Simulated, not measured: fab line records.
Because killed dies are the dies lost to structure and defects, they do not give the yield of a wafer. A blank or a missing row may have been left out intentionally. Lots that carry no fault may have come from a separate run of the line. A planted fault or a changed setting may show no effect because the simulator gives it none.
The tool behind it: which one? ; flow gf180mcu ; 18 wafers from 6 lots sampled at 2 of the route's 602 steps

WHAT THE GAUGES READ, wafer by wafer
GF_MVPSD_OVL_MEAS_07.
lot;measured;on;MVPSD_OVL (nm)
L857;day 5 03:06;overlay-02;-3.3 -2.1 -3.4
L860;day 5 21:06;overlay-02;-0.1 2.5 2.7
L862;day 6 14:08;overlay-02;2.2 2.2 1.5
L870;day 8 13:18;overlay-02;164.5 164.3 165.0 165.7 165.7 166.5
L872;day 9 00:39;overlay-01;1.7 -0.5 2.4
L878;day 10 13:27;overlay-02;2.9 0.8 2.8

WHICH TOOL RAN EACH LOT (tool, then ch and the chambers of the sampled wafers, then the start)
lot;GF_MVPSD_EXPOSE_04
L857;iline_stepper-01 ch 0, day 4 20:52
L860;iline_stepper-01 ch 0, day 5 14:29
L862;iline_stepper-01 ch 0, day 6 06:41
L870;iline_stepper-01 ch 0, day 8 05:26
L872;iline_stepper-02 ch 0, day 8 16:16
L878;iline_stepper-02 ch 0, day 10 04:51
- GF_MVPSD_EXPOSE_04: exposes mask MVPSD, target cd 1000 nm.

THE ANSWER, worked out from the rows above alone
Rule: the usual values come from the lots themselves. The widest of any qualifying gaps counts: lots, ordered by their means at a reading, are off when they make up no more than a third of the lots, leave a main group of 4 or more, and stand apart from it by 3 or more times the standard deviation of that group's means. A main group whose means are all the same, to the digits that the tables above print for the reading, isn't used. Also off: a lot with no number at a reading for which 4 or more lots have one. Any other lot the step has rows for is counted as sound.
Off: L870, seen at GF_MVPSD_OVL_MEAS_07 (MVPSD_OVL). Mean 0.8 nm and standard deviation 1.9 in the main group.
If a tool, at a process step before that reading, ran all the lots that are off and no sound lot after the first of them, it fits. Gauges at GF_MVPSD_OVL_MEAS_07: tried the same way as those tools. One fits: iline_stepper-01 at GF_MVPSD_EXPOSE_04. Its last sound lot is L862 (day 6 06:41), its first lot that is off L870 (day 8 05:26): a fault that began between those two fits.

WHAT HAD BEEN PUT IN BY THE SIMULATOR
Scanner matching overlay: iline_stepper-01, from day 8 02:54 on, at GF_MVPSD_EXPOSE_04. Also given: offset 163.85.
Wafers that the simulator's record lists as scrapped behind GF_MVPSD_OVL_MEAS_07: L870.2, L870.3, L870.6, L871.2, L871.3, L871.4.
Lots struck among those shown: L870. This agrees with what the rule above found.
